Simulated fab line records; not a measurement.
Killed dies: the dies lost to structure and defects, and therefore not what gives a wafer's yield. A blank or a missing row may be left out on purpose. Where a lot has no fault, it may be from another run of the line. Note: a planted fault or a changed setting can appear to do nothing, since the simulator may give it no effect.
Split-lot experiment    flow sky130    23 wafers read across 5 lots, on a route 708 steps long

== SPLIT DETAILS ==
At SKY_LDD_P_EXPOSE_04 (exposes mask PSDM, target cd 380 nm), the setting dose-mj was moved away from the recipe's 138 on 8 of the 23 wafers read, by -4.9% to +6.8%. All remaining wafers had this setting at the recipe value.

== FROM THE SPLIT TO THE READING: what the file shows between them, 2 steps ==
- SKY_LDD_P_PEB_05
- SKY_LDD_P_DEVELOP_06: develop time 60 s

== THE READING ==
At SKY_LDD_P_CD_MEAS_07: cd-nm in nanometres, against a target cd of 380 nm. Typical for fault-free wafers on this fab line: 381.6 nm, with standard deviation 2.8 nm.

wafer   tool, chamber at the split  dose-mj as run  against the recipe  cd-nm, nm  against lot-mates on the recipe
L078.2  iline-stepper-01, 0         138             recipe              381.0      -
L078.4  iline-stepper-01, 0         138             recipe              383.6      -
L078.6  iline-stepper-01, 0         138             recipe              382.7      -
L079.1  iline-stepper-01, 0         147.4           +6.8%               399.2      +17.7
L079.2  iline-stepper-01, 0         147.4           +6.8%               398.8      +17.3
L079.3  iline-stepper-01, 0         138             recipe              382.0      -
L079.5  iline-stepper-01, 0         147.4           +6.8%               401.9      +20.4
L079.6  iline-stepper-01, 0         138             recipe              381.0      -
L081.1  iline-stepper-02, 0         138             recipe              380.8      -
L081.2  iline-stepper-02, 0         131.3           -4.9%               366.2      -14.9
L081.3  iline-stepper-02, 0         138             recipe              381.5      -
L081.5  iline-stepper-02, 0         131.3           -4.9%               364.1      -17.0
L081.6  iline-stepper-02, 0         131.3           -4.9%               366.0      -15.1
L082.1  iline-stepper-02, 0         138             recipe              383.9      -
L082.3  iline-stepper-02, 0         138             recipe              382.9      -
L082.4  iline-stepper-02, 0         138             recipe              381.9      -
L082.5  iline-stepper-02, 0         138             recipe              385.0      -
L082.6  iline-stepper-02, 0         138             recipe              382.1      -
L084.1  iline-stepper-01, 0         141.3           +2.4%               389.8      +6.7
L084.2  iline-stepper-01, 0         138             recipe              382.6      -
L084.3  iline-stepper-01, 0         138             recipe              385.3      -
L084.5  iline-stepper-01, 0         141.3           +2.4%               390.1      +7.0
L084.6  iline-stepper-01, 0         138             recipe              381.3      -

THE FIT
A straight line over all 23 wafers: cd-nm changes by +2.93 nm for each +1% of dose-mj; r = +0.98; the points scatter about the line by 1.8 nm.
The same after taking each lot's own level away (the mean of its wafers on the recipe; 23 wafers): +2.91 nm for each +1%; r = +0.99; scatter 1.3 nm.
On that fit, the largest move of dose-mj shifts the reading by 20 nm.
Measured against the standard deviation above, the lots' own levels, which go from 381.15 to 383.16 nm, span 0.7 times it.
The two slopes agree, so the slope changes little with the lot-to-lot level.
Check: for one of the wafers moved furthest among these (+6.8%), held out of the fit, the line's prediction against its lot-mates is +19.9 nm. Against them it came out at +17.7 nm.

== THESE WAFERS: OTHER SPLITS ==
These wafers also went through other splits before the reading. Each is held against what the fit with the lots' levels taken away leaves over:
other split on the same wafers                wafers away from the commonest value  r with cd-nm (lot level and that fit taken away)
SKY_FIELD_ISO_COAT_08 spin-rpm                8                                     -0.03
SKY_FIELD_ISO_ETCH_14 source-w                9                                     +0.11
SKY_NWELL_IMPLANT_11 dose-cm2                 9                                     -0.07
SKY_VT_ADJUST_HVTP_DEVELOP_06 develop-time-s  11                                    -0.22
SKY_VT_ADJUST_HVTP_IMPLANT_09 energy-kev      10                                    -0.18
SKY_VT_ADJUST_NCORE_COAT_02 spin-rpm          8                                     -0.15
SKY_VT_ADJUST_NCORE_EXPOSE_04 dose-mj         8                                     +0.38
SKY_POLY_GATE_IMPLANT_02 energy-kev           8                                     +0.28

== FILE'S OWN FIT ==
cd-nm changes by +2.88 nm for each +1% of dose-mj, r = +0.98.
